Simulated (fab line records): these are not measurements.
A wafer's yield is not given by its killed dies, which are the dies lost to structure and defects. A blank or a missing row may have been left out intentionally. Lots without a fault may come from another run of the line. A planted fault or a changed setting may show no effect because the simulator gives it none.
fab line records | flow gf180mcu
[record] lots = 14 wafers = 42 last_day = 34
route steps=602 shown SALICIDE@286 M2@362
lots that met no fault: taken from a fault-free run of the same line
start_h: hours from the record's first day to the start of the lot's first wafer shown | wait_h: hours since the lot's step before | " the same as in the row above | L1.1+2: one row covering several wafers at once | - either no value or no given start | * or withheld: withheld | < > ~ a bound
route shown NAME@n: a module of which the file shows steps, and the number in the route of the first | usual: mean/standard deviation of fault-free wafers | same: alike in all rows | chamber/n: place in a boat | sites: each site's reading | _std_site: how widely they spread, as a standard deviation | _edge_site: mean of outer sites minus mean of inner sites | radius_mm: how far each site lies from the wafer's centre | mask NAME#n: copy n | behind: the last tool/chamber to shape the wafer | hold: reason for holding the lot/hours on hold/outcome of the hold | device: the transistor (n, p or np) that didn't switch | end of line: the same wafers' tests at the end of the route | where a step has no rows: the recipe by itself | killed: dies that structure and defects cost at the first sort, which is not the same as the wafer's yield | map: per-die view of a wafer (x killed, . not killed, _ where there is no die)
set.NAME: the setting the step ran with; set.NAME@STEP: the setting that earlier step ran with | model.NAME: the simulator's own value behind a step, which no gauge read
steps of the route over a sample of lots; a table a step, a row a wafer
services: a tool's chamber out of use, with start hour (start_h, from the record's first day; less than 0 if before it), hours out, and reason
[[steps]]
[step GF_SALICIDE_RTA_08]
[recipe] temp_c = 800 time_s = 30 ambient = N2
[usual] lamp_power_pct = 18.7/2.1 wafer_temp_C_max = 803.5/0.73
// columns lot.wafer tool chamber start_h wait_h lamp_power_pct wafer_temp_C_max
L225.2 rtp_anneal-01 0 349.11 0.0 22.4 802.8
L225.4 " 0 " " 22.4 802.3
L225.6 " 0 " " 22.4 802.0
L227.1 rtp_anneal-01 0 362.21 0.0 22.4 803.6
L227.3 " 0 " " 22.4 803.2
L227.5 " 0 " " 22.4 803.0
L228.2 rtp_anneal-02 0 375.85 0.0 17.5 803.4
L228.4 " 0 " " 17.5 803.6
L228.5 " 0 " " 17.6 804.5
L230.3 rtp_anneal-02 0 385.21 0.0 17.5 804.8
L230.4 " 0 " " 17.5 804.3
L230.5 " 0 " " 17.5 803.5
L236.1 rtp_anneal-02 0 437.47 0.0 17.5 803.3
L236.2 " 0 " " 17.5 802.8
L236.5 " 0 " " 17.5 802.9
L237.1 rtp_anneal-02 0 444.38 0.0 17.5 804.6
L237.2 " 0 " " 17.5 803.9
L237.6 " 0 " " 17.6 804.5
L239.1 rtp_anneal-01 0 462.12 0.0 22.4 802.4
L239.2 " 0 " " 22.4 802.8
L239.3 " 0 " " 22.4 803.3
L241.2 rtp_anneal-01 0 479.58 0.0 22.4 802.2
L241.5 " 0 " " 22.4 802.6
L241.6 " 0 " " 22.4 803.2
L242.1 rtp_anneal-02 0 493.31 0.0 17.5 803.8
L242.4 " 0 " " 17.5 803.8
L242.5 " 0 " " 17.5 803.9
L244.1 rtp_anneal-01 0 504.13 0.0 22.4 802.9
L244.5 " 0 " " 22.4 802.7
L244.6 " 0 " " 22.4 803.6
L245.1 rtp_anneal-02 0 509.94 0.0 17.6 803.4
L245.2 " 0 " " 17.6 803.3
L245.3 " 0 " " 17.5 805.6
L246.3 rtp_anneal-02 0 527.31 0.0 17.5 803.9
L246.4 " 0 " " 17.5 802.8
L246.6 " 0 " " 17.5 803.9
L247.2 rtp_anneal-02 0 528.70 0.0 17.5 802.7
L247.4 " 0 " " 17.6 803.2
L247.6 " 0 " " 17.5 803.6
L248.2 rtp_anneal-01 0 534.49 0.0 22.4 802.5
L248.5 " 0 " " 22.3 803.7
L248.6 " 0 " " 22.4 802.9
[step GF_M2_SPUTTER_00]
[recipe] material = Ti target_thk_nm = 37.5 arriving_ion_energy_ev = 80 substrate_temp_c = 200 chamber_pressure_pa = 2 power_w = 4000 time_s = 150
[usual] throttle_valve_pct = 30.7/1.1
// columns lot.wafer tool chamber start_h wait_h throttle_valve_pct
L225.2 pvd_sputter-04 - 422.88 0.2 29.9
L225.4 " - " " 30.9
L225.6 " - " " 30.0
L227.1 pvd_sputter-02 - 437.18 0.2 29.5
L227.3 " - " " 29.4
L227.5 " - " " 29.5
L228.2 pvd_sputter-04 - 451.88 0.1 31.4
L228.4 " - " " 30.9
L228.5 " - " " 31.6
L230.3 pvd_sputter-02 - 461.76 0.1 29.6
L230.4 " - " " 29.1
L230.5 " - " " 29.5
L236.1 pvd_sputter-04 - 515.65 0.1 31.2
L236.2 " - " " 29.9
L236.5 " - " " 31.8
L237.1 pvd_sputter-01 - 521.70 0.1 30.2
L237.2 " - " " 32.9
L237.6 " - " " 30.6
L239.1 pvd_sputter-01 - 538.01 0.2 33.0
L239.2 " - " " 30.5
L239.3 " - " " 31.1
L241.2 pvd_sputter-01 - 553.85 0.1 31.2
L241.5 " - " " 30.4
L241.6 " - " " 33.0
L242.1 pvd_sputter-04 - 566.60 0.1 31.0
L242.4 " - " " 29.8
L242.5 " - " " 31.7
L244.1 pvd_sputter-04 - 577.80 0.2 29.6
L244.5 " - " " 30.7
L244.6 " - " " 31.6
L245.1 pvd_sputter-04 - 582.05 0.2 30.7
L245.2 " - " " 31.7
L245.3 " - " " 29.9
L246.3 pvd_sputter-01 - 597.30 0.2 32.8
L246.4 " - " " 30.1
L246.6 " - " " 30.6
L247.2 pvd_sputter-04 - 598.90 0.1 31.5
L247.4 " - " " 30.6
L247.6 " - " " 29.7
L248.2 pvd_sputter-04 - 605.16 0.2 30.1
L248.5 " - " " 32.0
L248.6 " - " " 29.7
[step GF_M2_SPUTTER_03]
[recipe] material = Ti target_thk_nm = 10 substrate_temp_c = 300 chamber_pressure_pa = 0.3 power_w = 3000 time_s = 6.7
[usual] throttle_valve_pct = 30.7/1.1
// columns lot.wafer tool chamber start_h wait_h throttle_valve_pct
L225.2 pvd_sputter-04 - 423.05 0.0 29.8
L225.4 " - " " 30.9
L225.6 " - " " 29.9
L227.1 pvd_sputter-02 - 437.34 0.0 29.7
L227.3 " - " " 29.2
L227.5 " - " " 29.6
L228.2 pvd_sputter-04 - 452.04 0.0 31.1
L228.4 " - " " 30.8
L228.5 " - " " 31.5
L230.3 pvd_sputter-02 - 461.92 0.0 29.6
L230.4 " - " " 29.0
L230.5 " - " " 29.7
L236.1 pvd_sputter-04 - 515.81 0.0 30.9
L236.2 " - " " 29.7
L236.5 " - " " 31.6
L237.1 pvd_sputter-01 - 521.86 0.0 29.9
L237.2 " - " " 32.9
L237.6 " - " " 30.5
L239.1 pvd_sputter-01 - 538.17 0.0 33.0
L239.2 " - " " 30.5
L239.3 " - " " 31.5
L241.2 pvd_sputter-01 - 554.01 0.0 31.4
L241.5 " - " " 30.5
L241.6 " - " " 33.2
L242.1 pvd_sputter-04 - 566.76 0.0 30.9
L242.4 " - " " 29.8
L242.5 " - " " 31.7
L244.1 pvd_sputter-04 - 577.96 0.0 29.9
L244.5 " - " " 31.0
L244.6 " - " " 31.6
L245.1 pvd_sputter-04 - 582.21 0.0 31.0
L245.2 " - " " 31.8
L245.3 " - " " 29.7
L246.3 pvd_sputter-01 - 597.46 0.0 33.1
L246.4 " - " " 30.4
L246.6 " - " " 30.5
L247.2 pvd_sputter-04 - 599.06 0.0 31.3
L247.4 " - " " 30.6
L247.6 " - " " 29.9
L248.2 pvd_sputter-04 - 605.32 0.0 29.8
L248.5 " - " " 31.7
L248.6 " - " " 29.7
[step GF_M2_EXPOSE_11]
[recipe] mask_id = Metal2 target_cd_nm = 280 na = 0.68 source_shape = conventional sigma_outer = 0.6 dose_mj = 28
[usual] exposure_dose_mJ_cm2 = 27.966/0.025 focus_offset_nm = -0.1/0.49 stage_vel_mm_s = 499.95/0.25
// columns lot.wafer tool chamber start_h wait_h mask exposure_dose_mJ_cm2 focus_offset_nm stage_vel_mm_s
L225.2 krf_scanner-02 0 436.65 - Metal2#0 27.944 -1.4 499.65
L225.4 " 0 " " Metal2#0 27.967 -0.1 499.64
L225.6 " 0 " " Metal2#0 27.880 -0.5 500.04
L227.1 krf_scanner-01 - 450.46 - Metal2#0 - - -
L227.3 " - " " Metal2#0 - - -
L227.5 " - " " Metal2#0 - - -
L228.2 krf_scanner-02 - 464.45 - Metal2#0 - - -
L228.4 " - " " Metal2#0 - - -
L228.5 " - " " Metal2#0 - - -
L230.3 krf_scanner-02 0 473.90 - Metal2#0 27.954 0.2 500.24
L230.4 " 0 " " Metal2#0 28.008 0.7 500.14
L230.5 " 0 " " Metal2#0 28.026 -0.2 499.67
L236.1 krf_scanner-02 0 527.89 - Metal2#0 28.015 0.3 500.13
L236.2 " 0 " " Metal2#0 27.969 -0.9 500.19
L236.5 " 0 " " Metal2#0 27.990 -0.4 499.44
L237.1 krf_scanner-01 0 533.31 - Metal2#0 27.959 0.1 500.43
L237.2 " 0 " " Metal2#0 27.935 -0.5 499.75
L237.6 " 0 " " Metal2#0 27.994 0.5 500.11
L239.1 krf_scanner-02 0 549.41 - Metal2#0 27.972 0.6 500.17
L239.2 " 0 " " Metal2#0 27.958 0.1 499.99
L239.3 " 0 " " Metal2#0 27.966 0.0 499.97
L241.2 krf_scanner-01 0 565.35 - Metal2#0 27.992 0.0 500.24
L241.5 " 0 " " Metal2#0 27.962 -0.1 499.76
L241.6 " 0 " " Metal2#0 27.982 0.5 500.09
L242.1 krf_scanner-02 0 577.92 - Metal2#0 27.993 -0.7 500.34
L242.4 " 0 " " Metal2#0 27.982 0.6 500.07
L242.5 " 0 " " Metal2#0 27.976 -1.0 499.82
L244.1 krf_scanner-01 0 588.36 - Metal2#0 27.955 -0.6 500.29
L244.5 " 0 " " Metal2#0 27.952 -0.1 500.08
L244.6 " 0 " " Metal2#0 27.936 0.1 500.11
L245.1 krf_scanner-01 0 592.99 - Metal2#0 27.983 0.3 500.31
L245.2 " 0 " " Metal2#0 27.963 0.2 499.72
L245.3 " 0 " " Metal2#0 27.972 0.0 499.61
L246.3 krf_scanner-02 0 607.67 - Metal2#0 27.957 -0.7 499.57
L246.4 " 0 " " Metal2#0 27.987 0.9 499.54
L246.6 " 0 " " Metal2#0 27.911 0.8 499.67
L247.2 krf_scanner-02 0 609.60 - Metal2#0 27.961 -0.4 500.00
L247.4 " 0 " " Metal2#0 27.945 -0.2 499.86
L247.6 " 0 " " Metal2#0 27.965 0.1 500.01
L248.2 krf_scanner-01 0 616.03 - Metal2#0 27.901 -0.1 499.56
L248.5 " 0 " " Metal2#0 27.956 -0.4 499.94
L248.6 " 0 " " Metal2#0 27.951 0.1 499.66
[[services]]
// columns tool chamber start_h hours kind
krf_scanner-02 - 330.46 0.8 pm
krf_scanner-01 - 334.31 0.3 repair
krf_scanner-01 - 337.81 0.3 repair
krf_scanner-01 - 346.00 1.0 pm
rtp_anneal-01 - 367.62 91.4 pm
krf_scanner-01 - 369.19 0.8 pm
pvd_sputter-02 - 378.40 1.8 repair
krf_scanner-01 0 412.76 - calibration
krf_scanner-02 - 420.88 3.6 pm
krf_scanner-02 - 435.33 1.3 pm
krf_scanner-01 - 453.93 1.3 pm
rtp_anneal-02 - 458.99 3.8 pm
krf_scanner-02 - 459.31 1.0 pm
krf_scanner-02 0 464.56 - calibration
krf_scanner-02 - 499.25 0.8 pm
pvd_sputter-04 - 506.25 0.7 repair
krf_scanner-01 - 515.00 1.0 pm
krf_scanner-01 - 537.99 0.8 pm
krf_scanner-02 - 563.82 4.0 pm
krf_scanner-02 - 570.58 0.9 repair
pvd_sputter-02 - 581.77 1.8 repair
pvd_sputter-04 - 594.60 1.6 repair
krf_scanner-01 - 596.33 4.0 pm
krf_scanner-02 - 611.23 1.3 pm
[[key]]
[first_sign] step = GF_M2_EXPOSE_11 reading = tool_record direction = missing
effect none on later readings
met_at GF_M2_EXPOSE_11
struck_lots L227,L228
later_rows_left_out L227.1,L227.3,L227.5,L228.2,L228.4,L228.5
sort_left_out L227.1,L227.3,L227.5,L228.2,L228.4,L228.5
not_acting_at GF_SALICIDE_RTA_08,GF_M2_SPUTTER_00,GF_M2_SPUTTER_03
onset_between 436.65 450.46
[fault] kind = skipped_step_whole tool = krf_scanner-01,krf_scanner-02 chamber = - onset_h = 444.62 steps = GF_M2_EXPOSE_11 scope = struck_lots_only
// sort_left_out: the simulated sort isn't trusted on such a fault, so these wafers' sort isn't shown, and their yield isn't known
// later_rows_left_out: the simulator's readings of these wafers behind a module that went badly wrong aren't trusted and aren't shown, but for the sort
